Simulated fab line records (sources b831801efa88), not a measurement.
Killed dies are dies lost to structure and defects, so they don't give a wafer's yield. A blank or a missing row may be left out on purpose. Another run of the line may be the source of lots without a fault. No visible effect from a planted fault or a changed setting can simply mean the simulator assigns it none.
fab line records -- flow gf180mcu
record: lots: 7, wafers: 21, lastDay: 34
route steps=602 shown VT_IMPLANT@95
lots untouched by any fault: they come from a run of this same line in which no faults occurred
startH: hours from the record's opening day to when the first of the lot's shown wafers began -- waitH: hours since the lot's step before -- " unchanged from the row above -- L1.1+2: a row that stands for several wafers -- - no value, or no start was given -- * or withheld: withheld -- < > ~ a bound
route shown NAME@n: NAME is a module with steps in the file, n the number in the route of the first one -- usual: mean/standard deviation taken from wafers without a fault -- same: alike in all rows -- chamber/n: place in a boat -- sites: per-site readings -- _std_site: standard deviation across them -- _edge_site: outer sites' mean less inner sites' -- radiusMm: how far each site lies from the wafer's centre -- mask NAME#n: copy n -- behind: the tool/chamber that last shaped the wafer -- hold: why the lot was held/for how many hours/how that ended -- device: the transistor (n, p or np) that didn't switch -- end of line: the route-end tests of the same wafers -- a step given without rows: its recipe and nothing more -- killed: at the first sort, the dies lost to defects and structure; wafer yield is something else -- map: per-die view of a wafer (x killed, . not killed, _ where there is no die)
set.NAME: the setting the step ran with; set.NAME@STEP: the setting that earlier step ran with -- model.NAME: the simulator's own value behind a step, which no gauge read
lots at some steps of the route; a table a step, a row a wafer
services: from which hour (startH, from the record's first day; less than 0 if before it) a tool's chamber was out of use, for how many hours, and why
== steps ==
step: GF_VT_IMPLANT_PEB_05
recipe: tempC: withheld, timeS: *, resist: NOVOLAK
step: GF_VT_IMPLANT_DEVELOP_06
recipe: developTimeS: 60, devTempC: 23
step: GF_VT_IMPLANT_OVL_MEAS_07
usual: VT_IMPLANT_OVL: 1.1/1.9
lot.wafer,tool,chamber,startH,waitH,VT_IMPLANT_OVL[nm]
L263.1,overlay-01,-,161.94,0.1,3.0
L263.4,overlay-01,-,161.94,0.1,2.8
L263.5,overlay-01,-,161.94,0.1,2.4
L269.2,overlay-02,-,198.78,0.1,1.6
L269.3,overlay-02,-,198.78,0.1,-0.5
L269.5,overlay-02,-,198.78,0.1,-0.1
L270.1,overlay-02,-,203.49,0.1,0.6
L270.2,overlay-02,-,203.49,0.1,-2.6
L270.3,overlay-02,-,203.49,0.1,-0.1
L271.2,overlay-02,-,209.19,0.1,3.8
L271.3,overlay-02,-,209.19,0.1,5.7
L271.4,overlay-02,-,209.19,0.1,3.8
L276.1,overlay-02,-,239.09,0.1,-1.6
L276.3,overlay-02,-,239.09,0.1,-0.3
L276.5,overlay-02,-,239.09,0.1,0.7
L277.3,overlay-02,-,245.99,0.1,1.5
L277.4,overlay-02,-,245.99,0.1,3.8
L277.5,overlay-02,-,245.99,0.1,1.4
L278.1,overlay-01,-,253.72,0.1,2.3
L278.3,overlay-01,-,253.72,0.1,-0.6
L278.6,overlay-01,-,253.72,0.1,-0.5
step: GF_VT_IMPLANT_IMPLANT_08
recipe: species: BF2, energyKev: 20, doseCm2: 8.29e+12, tiltDeg: 7
step: GF_VT_IMPLANT_STRIP_09
recipe: chemistry: O2/N2, powerW: 1400, pressureMtorr: 1500, platenTempC: 250, o2FlowSccm: 3000, n2FlowSccm: 300, overashFraction: 0.5
usual: drypumpMotorCurrentA: 5.26/0.26, heaterPowerW: 311/21, n2FlowSccm: 300.2/0.97, oesProductAu: 0.716/0.0042, stripTimeToEndpointS: 12.802/0.025
lot.wafer,tool,chamber,startH,waitH,drypumpMotorCurrentA,heaterPowerW,n2FlowSccm,oesProductAu,rfHoursCounterH,stripTimeToEndpointS
L263.1,plasmaAsher-03,0,162.13,0.1,5.56,298,299.4,0.724,38,12.799
L263.4,plasmaAsher-03,1,162.13,0.1,5.56,311,300.1,0.714,-,12.837
L263.5,plasmaAsher-03,0,162.13,0.1,5.57,284,299.8,0.718,-,12.797
L269.2,plasmaAsher-04,0,198.96,0.1,4.94,333,297.5,0.719,52,12.811
L269.3,plasmaAsher-04,0,198.96,0.1,4.96,336,298.7,0.720,-,12.832
L269.5,plasmaAsher-04,0,198.96,0.1,4.93,341,297.8,0.720,-,12.797
L270.1,plasmaAsher-03,0,203.68,0.1,5.55,293,300.2,0.715,43,12.821
L270.2,plasmaAsher-03,1,203.68,0.1,5.55,300,300.9,0.712,43,12.841
L270.3,plasmaAsher-03,1,203.68,0.1,5.52,306,299.1,0.722,-,12.808
L271.2,plasmaAsher-04,1,209.37,0.1,5.12,313,299.0,0.715,53,12.765
L271.3,plasmaAsher-04,0,209.37,0.1,4.94,339,300.2,0.707,-,12.820
L271.4,plasmaAsher-04,1,209.37,0.1,5.12,307,300.2,0.713,-,12.794
L276.1,plasmaAsher-02,0,239.28,0.1,5.69,266,301.8,0.726,13,12.771
L276.3,plasmaAsher-02,1,239.28,0.1,5.34,311,300.8,0.705,-,12.804
L276.5,plasmaAsher-02,0,239.28,0.1,5.67,267,300.1,0.718,-,12.765
L277.3,plasmaAsher-04,0,246.20,0.1,4.99,343,300.4,0.723,-,12.829
L277.4,plasmaAsher-04,1,246.20,0.1,5.10,307,299.4,0.717,-,12.802
L277.5,plasmaAsher-04,1,246.20,0.1,5.10,303,299.5,0.716,-,12.763
L278.1,plasmaAsher-04,1,253.91,0.1,5.09,312,299.4,0.711,55,12.850
L278.3,plasmaAsher-04,1,253.91,0.1,5.10,325,299.3,0.708,-,12.826
L278.6,plasmaAsher-04,1,253.91,0.1,5.15,305,300.0,0.716,-,12.837
step: GF_VT_IMPLANT_TW_MEAS_10
usual: VT_IMPLANT_TW: 565/5
lot.wafer,tool,chamber,startH,waitH,VT_IMPLANT_TW
L263.1,filmMetro-01,-,162.23,0.1,559
L263.4,filmMetro-01,-,162.23,0.1,560
L263.5,filmMetro-01,-,162.23,0.1,562
L269.2,filmMetro-03,-,199.07,0.1,562
L269.3,filmMetro-03,-,199.07,0.1,565
L269.5,filmMetro-03,-,199.07,0.1,566
L270.1,filmMetro-03,-,203.78,0.1,565
L270.2,filmMetro-03,-,203.78,0.1,570
L270.3,filmMetro-03,-,203.78,0.1,567
L271.2,filmMetro-01,-,209.48,0.1,563
L271.3,filmMetro-01,-,209.48,0.1,561
L271.4,filmMetro-01,-,209.48,0.1,560
L276.1,filmMetro-01,-,239.38,0.1,565
L276.3,filmMetro-01,-,239.38,0.1,562
L276.5,filmMetro-01,-,239.38,0.1,562
L277.3,filmMetro-04,-,246.28,0.1,572
L277.4,filmMetro-04,-,246.28,0.1,574
L277.5,filmMetro-04,-,246.28,0.1,573
L278.1,filmMetro-04,-,254.01,0.1,573
L278.3,filmMetro-04,-,254.01,0.1,572
L278.6,filmMetro-04,-,254.01,0.1,571
step: GF_VT_IMPLANT_DEHYDRATE_11
recipe: tempC: 200, timeS: 60
step: GF_VT_IMPLANT_HMDS_12
recipe: primeTimeS: 60, primeTempC: 120
step: GF_VT_IMPLANT_COAT_13
recipe: resist: NOVOLAK, spinRpm: 3000, resistThkNm: 1000
step: GF_VT_IMPLANT_SOFTBAKE_14
recipe: tempC: 90, timeS: 60, resist: NOVOLAK
step: GF_VT_IMPLANT_EXPOSE_15
recipe: maskId: Nwell_LV_AREA, targetCdNm: 860, na: 0.6, sourceShape: conventional, sigmaOuter: 0.6, doseMj: 140
step: GF_VT_IMPLANT_PEB_16
recipe: tempC: withheld, timeS: *, resist: NOVOLAK
step: GF_VT_IMPLANT_DEVELOP_17
recipe: developTimeS: 60, devTempC: 23
usual: chillPlateTempC: 23.01/0.1, developTimeS: 60/0
lot.wafer,tool,chamber,startH,waitH,chillPlateTempC,developTimeS
L263.1,lithoTrack-04,0,178.24,0.1,23.05,60
L263.4,lithoTrack-04,0,178.24,0.1,23.13,60
L263.5,lithoTrack-04,0,178.24,0.1,23.07,60
L269.2,lithoTrack-04,-,215.97,0.1,-,-
L269.3,lithoTrack-04,-,215.97,0.1,-,-
L269.5,lithoTrack-04,-,215.97,0.1,-,-
L270.1,lithoTrack-02,-,221.02,0.1,-,-
L270.2,lithoTrack-02,-,221.02,0.1,-,-
L270.3,lithoTrack-02,-,221.02,0.1,-,-
L271.2,lithoTrack-03,-,226.45,0.1,-,-
L271.3,lithoTrack-03,-,226.45,0.1,-,-
L271.4,lithoTrack-03,-,226.45,0.1,-,-
L276.1,lithoTrack-03,0,257.13,0.1,22.88,60
L276.3,lithoTrack-03,0,257.13,0.1,23.02,60
L276.5,lithoTrack-03,0,257.13,0.1,22.88,60
L277.3,lithoTrack-04,0,263.99,0.1,23.02,60
L277.4,lithoTrack-04,0,263.99,0.1,23.02,60
L277.5,lithoTrack-04,0,263.99,0.1,23.00,60
L278.1,lithoTrack-04,0,272.69,0.1,22.93,60
L278.3,lithoTrack-04,0,272.69,0.1,23.05,60
L278.6,lithoTrack-04,0,272.69,0.1,23.03,60
step: GF_VT_IMPLANT_OVL_MEAS_18
usual: VT_IMPLANT_01_OVL: -0.2/1.2
lot.wafer,tool,chamber,startH,waitH,VT_IMPLANT_01_OVL[nm]
L263.1,overlay-02,-,178.39,0.1,-0.7
L263.4,overlay-02,-,178.39,0.1,-0.6
L263.5,overlay-02,-,178.39,0.1,-0.7
L269.2,overlay-01,-,216.10,0.1,-
L269.3,overlay-01,-,216.10,0.1,-
L269.5,overlay-01,-,216.10,0.1,-
L270.1,overlay-01,-,221.17,0.1,-
L270.2,overlay-01,-,221.17,0.1,-
L270.3,overlay-01,-,221.17,0.1,-
L271.2,overlay-02,-,226.59,0.1,-
L271.3,overlay-02,-,226.59,0.1,-
L271.4,overlay-02,-,226.59,0.1,-
L276.1,overlay-01,-,257.28,0.1,-0.4
L276.3,overlay-01,-,257.28,0.1,0.8
L276.5,overlay-01,-,257.28,0.1,1.5
L277.3,overlay-01,-,264.10,0.1,-0.3
L277.4,overlay-01,-,264.10,0.1,-0.3
L277.5,overlay-01,-,264.10,0.1,0.6
L278.1,overlay-01,-,272.84,0.1,0.6
L278.3,overlay-01,-,272.84,0.1,-0.4
L278.6,overlay-01,-,272.84,0.1,-1.4
== services ==
tool,chamber,startH,hours,kind
plasmaAsher-04,-,218.41,13.6,repair
== key ==
firstSign: step: GF_VT_IMPLANT_DEVELOP_17, reading: toolRecord, direction: missing
effect none on later readings
metAt GF_VT_IMPLANT_DEVELOP_17
struckWafers L269.2,L269.3,L269.5,L270.1,L270.2,L270.3,L271.2,L271.3,L271.4
laterRowsLeftOut L269.2,L269.3,L269.5,L270.1,L270.2,L270.3,L271.2,L271.3,L271.4
sortLeftOut L269.2,L269.3,L269.5,L270.1,L270.2,L270.3,L271.2,L271.3,L271.4
testerLeftOut L269,L270,L271
onsetBetween 178.24 215.97
fault: kind: skippedStepWhole, tool: lithoTrack-02,lithoTrack-03,lithoTrack-04, chamber: -, onsetH: 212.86, steps: GF_VT_IMPLANT_DEVELOP_17, scope: struckLotsOnly
testerLeftOut: of these lots the tester's yield and bins aren't shown, on N5 and GAA mostly nor the transistor test; their killed dies are dies lost to structure and defects alone, not to doping, threshold or leakage, so they don't give the yield
sortLeftOut: the simulated sort isn't trusted on such a fault, so these wafers' sort isn't shown, and their yield isn't known
laterRowsLeftOut: the simulator's readings of these wafers behind a module that went badly wrong aren't trusted and aren't shown, but for the sort
